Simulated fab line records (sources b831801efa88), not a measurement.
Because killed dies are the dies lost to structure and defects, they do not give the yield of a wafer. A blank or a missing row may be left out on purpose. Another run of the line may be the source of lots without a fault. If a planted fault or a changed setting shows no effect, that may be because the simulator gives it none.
Which of the tools did it?    flow gf180mcu    13 lots with 39 wafers sampled at 4 steps, on a route of 602 steps

## WHAT THE GAUGES READ, wafer by wafer
GF_PSD_OVL_MEAS_08.
lot   measured      on          PSD_OVL (nm)
L740  day 14 04:05  overlay-01  -3.1 -1.2 -1.7
L741  day 14 15:59  overlay-01  0.1 -1.6 -0.6
L742  day 14 19:21  overlay-01  -1.2 -0.3 -0.9
L746  day 16 02:23  overlay-02  -0.1 -1.8 -1.4
L747  day 16 10:02  overlay-01  -2.5 -2.0 -2.0
L750  day 17 15:59  overlay-02  -2.2 -3.4 -1.7
L754  day 18 22:14  overlay-01  2.6 3.1 3.7
L757  day 20 02:08  overlay-01  -0.1 0.9 -0.9
L758  day 20 10:44  overlay-01  -1.9 -1.5 -0.5
L759  day 20 19:49  overlay-01  -2.7 -0.2 0.2
L760  day 21 08:46  overlay-01  2.2 -0.1 -0.1
L761  day 22 06:34  overlay-02  0.4 0.1 0.9
L762  day 22 10:08  overlay-01  2.7 -0.3 0.7

GF_PSD_TW_MEAS_11.
lot   measured      on             PSD_TW
L740  day 14 04:22  film metro-04  3161 3157 3169
L741  day 14 16:17  film metro-03  3206 3221 3194
L742  day 14 19:47  film metro-04  3155 3158 3170
L746  day 16 02:40  film metro-03  3214 3207 3208
L747  day 16 10:20  film metro-04  3172 3163 3167
L750  day 17 16:16  film metro-03  3205 3219 3193
L754  day 18 22:32  film metro-01  3199 3211 3207
L757  day 20 02:25  film metro-01  3190 3189 3174
L758  day 20 11:02  film metro-01  3186 3194 3188
L759  day 20 20:06  film metro-04  3159 3168 3148
L760  day 21 09:03  film metro-01  3175 3188 3159
L761  day 22 06:51  film metro-03  3221 3230 3240
L762  day 22 10:25  film metro-03  3242 3223 3192

GF_SAB_CD_MEAS_09 targets a cd of 420 nm.
lot   measured      on         cd nm (nm)
L740  day 15 01:44  cd sem-01  417.0 416.5 417.6
L741  day 15 13:04  cd sem-02  421.1 420.2 419.8
L742  day 15 17:10  cd sem-02  420.2 420.0 423.9
L746  day 17 01:06  cd sem-02  419.4 424.0 423.1
L747  day 17 09:33  cd sem-01  418.4 419.2 417.0
L750  day 18 16:17  cd sem-01  422.0 422.9 421.2
L754  day 19 23:08  cd sem-01  482.2 482.7 483.9
L757  day 21 02:25  cd sem-02  418.1 417.6 417.9
L758  day 21 11:39  cd sem-02  419.1 421.6 420.0
L759  day 21 20:36  cd sem-01  419.3 419.7 420.7
L760  day 22 08:52  cd sem-01  421.9 420.6 421.6
L761  day 23 06:43  cd sem-01  420.4 419.8 420.1
L762  day 23 09:00  cd sem-02  416.3 418.4 417.4

## WHAT TOOL EACH LOT RAN ON (gives the tool, then ch and the chambers of the sampled wafers, and finally the start)
lot   GF_SAB_EXPOSE_06
L740  iline stepper-01 ch 0, day 14 15:22
L741  iline stepper-01 ch 0, day 15 03:01
L742  iline stepper-01 ch 0, day 15 06:43
L746  iline stepper-01 ch 0, day 16 14:22
L747  iline stepper-01 ch 0, day 16 22:03
L750  iline stepper-02 ch 0, day 18 04:38
L754  iline stepper-01 ch 0, day 19 11:20
L757  iline stepper-01 ch 0, day 20 14:59
L758  iline stepper-02 ch 0, day 20 23:49
L759  iline stepper-01 ch 0, day 21 08:40
L760  iline stepper-01 ch 0, day 21 21:19
L761  iline stepper-01 ch 0, day 22 18:57
L762  iline stepper-01 ch 0, day 22 22:42
- GF_SAB_EXPOSE_06: exposes mask SAB, target cd 420 nm.

## WHAT THE TOOLS THEMSELVES READ (means of the sampled wafers that have a number; where no wafer has one, the mark that the record gives instead)
GF_SAB_EXPOSE_06.
lot   tool              stage vel mm s (mm/s)
L740  iline stepper-01  499.68
L741  iline stepper-01  499.93
L742  iline stepper-01  500.10
L746  iline stepper-01  500.22
L747  iline stepper-01  499.77
L750  iline stepper-02  499.80
L754  iline stepper-01  499.88
L757  iline stepper-01  499.76
L758  iline stepper-02  499.94
L759  iline stepper-01  500.06
L760  iline stepper-01  500.16
L761  iline stepper-01  500.26
L762  iline stepper-01  500.08

## THE ANSWER, worked out from the rows above alone
Rule: the usual values come from the lots themselves. The widest of any qualifying gaps counts: lots, ordered by their means at a reading, are off when they make up no more than a third of the lots, leave a main group of 4 or more, and stand apart from it by 3 or more times the standard deviation of that group's means. If all means in a main group match to the digits the tables above print for the reading, that group is not used. A lot without any number at a reading at which 4 lots or more have one is off too. The other lots that the step has rows for count as sound. After the gauges, taken in route order, come the tools' own readings; for these a lot's mean is taken, as printed above. The first step at which some lot is off is used, and at that step the reading that is off furthest; a lot without a number counts as furthest.
Off: L754, at GF_SAB_CD_MEAS_09 (cd nm). The main group: mean 419.8 nm, standard deviation 1.7.
If a tool, at a process step before that reading, ran all the lots that are off and no sound lot after the first of them, it fits. The gauges at GF_SAB_CD_MEAS_09 are tried like those tools. No candidate that was tried fits.

## WHAT THE SIMULATOR PUT IN
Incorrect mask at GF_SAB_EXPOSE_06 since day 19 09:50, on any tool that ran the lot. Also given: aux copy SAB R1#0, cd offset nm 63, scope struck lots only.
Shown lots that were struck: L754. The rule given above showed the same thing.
